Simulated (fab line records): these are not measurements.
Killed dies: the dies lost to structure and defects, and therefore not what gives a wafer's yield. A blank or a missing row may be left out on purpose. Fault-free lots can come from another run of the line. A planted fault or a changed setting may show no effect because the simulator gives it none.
Chamber matching -- flow sfq-line -- SFQ_TRILAYER_I1_VIA_ETCH_VIA_ETCH_052 on rie-diel-03 has 4 sister chambers
The step etches SiO2 in CHF3, stops on Nb, target depth 260 nm. 8 wafers are shown with their chamber, then 7 later ones without.

## WAFERS PAIRED WITH THEIR CHAMBERS
wafer,chamber,bias-w (W),chamber-pressure-mTorr (mTorr)
L965.1,1,80.13,29.974
L965.5,3,80.08,30.043
L967.4,1,80.36,29.993
L970.1,0,79.91,29.993
L970.2,3,79.89,29.967
L970.4,2,79.89,29.977
L977.1,0,79.99,30.004
L977.4,2,80.50,29.962

## WAFERS MISSING THEIR CHAMBER
wafer,bias-w (W),chamber-pressure-mTorr (mTorr)
L977.6,80.23,30.030
L982.1,79.87,29.978
L982.3,79.95,30.024
L982.4,79.69,29.970
L985.2,80.27,30.018
L985.3,79.96,30.040
L985.4,80.07,29.991

## EACH ONE'S CHAMBER
wafer,from the rows above,in truth
L977.6,can't be placed: 3 or 0 or 1 or 2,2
L982.1,can't be placed: 0 or 3 or 2 or 1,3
L982.3,can't be placed: 3 or 0 or 1 or 2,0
L982.4,can't be placed: 0 or 3 or 2 or 1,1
L985.2,can't be placed: 1 or 3 or 0 or 2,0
L985.3,can't be placed: 3 or 0 or 1 or 2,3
L985.4,can't be placed: 0 or 3 or 1 or 2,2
Correctly placed: 0 of 7. Unplaceable from these rows: 7, with the true chamber sitting among the candidates in 7. 0 placed wrongly.
How it was worked out, from the rows above alone: a wafer's distance from a chamber is the root of the sum, over the readings, of the square of ((its reading less the chamber's mean) divided by the reading's scatter). The wafer belongs to the nearest chamber; if the next one is less than 2 further off, it can't be placed. A chamber's mean is the mean of its shown wafers. The scatter is the square root of a quotient: the sum, over the shown wafers, of each reading's squared deviation from its chamber's mean, divided by wafers minus chambers.
